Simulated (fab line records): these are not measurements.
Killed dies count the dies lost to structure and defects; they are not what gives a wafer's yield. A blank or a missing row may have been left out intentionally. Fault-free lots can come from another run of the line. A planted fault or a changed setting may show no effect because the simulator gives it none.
Which of the tools did it? ; flow gf180mcu ; Sampling: 7 lots, 21 wafers, 2 of 602 route steps

== WHAT THE GAUGES READ, wafer by wafer ==
GF_V4_RS_MEAS_24: measures by four-point-probe.
lot;measured;on;V4_W_RS (ohm/sq)
L315;day 24 16:31;film metro-01;0.326 0.314 0.313
L317;day 25 12:22;film metro-03;0.328 0.325 0.327
L319;day 26 04:58;film metro-01;0.325 0.317 0.327
L328;day 28 22:10;film metro-04;0.334 0.327 0.332
L332;day 30 01:07;film metro-04;0.334 0.330 0.329
L335;day 31 00:19;film metro-04;0.331 0.335 0.328
L337;day 31 10:48;film metro-03;0.332 0.332 0.332

== EACH LOT AND THE TOOL THAT RAN IT (in order: tool; ch and the chambers of the sampled wafers; start) ==
lot;GF_HV_LDD_DEVELOP_18
L315;litho track-02 ch 0, day 11 01:59
L317;litho track-02 ch 0, day 11 20:10
L319;litho track-02 ch 0, day 12 09:35
L328;litho track-04 ch 0, day 15 03:02
L332;litho track-02 ch 0, day 16 10:50
L335;litho track-04 ch 0, day 17 16:30
L337;litho track-02 ch 0, day 18 01:44
- GF_HV_LDD_DEVELOP_18: develop time 60 s.

== THE ANSWER, worked out from the rows above alone ==
Rule: the usual values come from the lots themselves. The widest of any qualifying gaps counts: lots, ordered by their means at a reading, are off when they make up no more than a third of the lots, leave a main group of 4 or more, and stand apart from it by 3 or more times the standard deviation of that group's means. If all means in a main group match to the digits the tables above print for the reading, that group is not used. Also off: a lot with no number at a reading for which 4 or more lots have one. The other lots that the step has rows for count as sound.
Across all readings shown, no lot is off: no conclusion can be drawn from this.

== WHAT THE SIMULATOR PUT IN ==
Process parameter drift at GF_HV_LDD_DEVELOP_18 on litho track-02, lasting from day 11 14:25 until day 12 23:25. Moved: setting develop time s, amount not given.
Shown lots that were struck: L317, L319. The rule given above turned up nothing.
